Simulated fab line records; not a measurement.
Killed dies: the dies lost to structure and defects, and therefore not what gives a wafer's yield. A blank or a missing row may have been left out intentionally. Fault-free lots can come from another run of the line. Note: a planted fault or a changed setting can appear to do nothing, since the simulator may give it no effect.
Matching of chambers -- flow sky130 -- rieDiel-01 running SKY_VIA1_ETCH_15: 4 sister chambers
The step etches SiO2 in C4F8/O2/Ar, stops on TiN, target depth 351 nm, time 54 s. 27 wafers are shown with their chamber, then 12 later ones without.

## WAFERS WITH THEIR CHAMBER
wafer,chamber,oesProductAu (a.u.),biasW (W)
L074.2,0,0.978,1197
L074.3,3,0.976,1197
L074.6,3,0.978,1197
L075.1,0,0.984,1199
L075.3,3,0.983,1205
L075.6,1,0.984,1200
L076.1,3,0.980,1199
L076.2,0,0.986,1204
L076.4,0,0.979,1206
L078.2,2,0.981,1199
L078.3,3,0.986,1197
L078.6,0,0.976,1201
L079.1,2,0.982,1205
L079.3,1,0.985,1201
L079.4,3,0.969,1198
L084.2,3,0.985,1201
L084.4,2,0.996,1200
L084.6,0,0.980,1198
L086.1,1,0.991,1201
L086.3,0,0.977,1205
L086.6,2,0.988,1198
L089.1,0,0.976,1193
L089.2,2,0.978,1202
L089.3,1,0.982,1204
L090.2,2,0.973,1202
L090.4,3,0.981,1198
L090.6,1,0.986,1205

SIGNATURES (means of the wafers above)
reading,chamber 0,chamber 1,chamber 2,chamber 3,scatter within a chamber
oesProductAu,0.97950,0.98560,0.98300,0.97975,0.00542
biasW,1200.38,1202.20,1201.00,1199.00,3.26
Rule: a wafer lies at a distance from a chamber equal to the root of the sum of squares, over the readings, of (its reading less the chamber's mean, divided by the reading's scatter). The wafer belongs to the nearest chamber; if the next one is less than 2 further off, it can't be placed. How the scatter is found: for the shown wafers, subtract from each reading the mean of its chamber, square and add these, divide the total by (wafers less chambers), then take the root.

## WAFERS WITHOUT THEIR CHAMBER
wafer,oesProductAu (a.u.),biasW (W)
L093.4,0.975,1203
L093.5,0.971,1203
L093.6,0.978,1197
L094.3,0.988,1201
L094.4,0.989,1205
L094.5,0.974,1206
L096.4,0.976,1201
L096.5,0.983,1201
L096.6,0.989,1202
L097.1,0.976,1197
L097.4,0.978,1204
L097.5,0.988,1201

## CHAMBER TAKEN BY EACH
wafer,from the rows above,in truth
L093.4,can't be placed: 0 or 3 or 2 or 1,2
L093.5,can't be placed: 0 or 3 or 2 or 1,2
L093.6,can't be placed: 3 or 0 or 2 or 1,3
L094.3,can't be placed: 1 or 2 or 0 or 3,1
L094.4,can't be placed: 1 or 2 or 0 or 3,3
L094.5,can't be placed: 0 or 2 or 3 or 1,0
L096.4,can't be placed: 0 or 3 or 2 or 1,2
L096.5,can't be placed: 2 or 1 or 0 or 3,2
L096.6,can't be placed: 1 or 2 or 0 or 3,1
L097.1,can't be placed: 3 or 0 or 2 or 1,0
L097.4,can't be placed: 0 or 2 or 1 or 3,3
L097.5,can't be placed: 1 or 2 or 0 or 3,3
0 of 12 placed correctly. From these rows, 12 cannot be placed; in 12 the true chamber is one of the candidates. 0 placed wrongly.
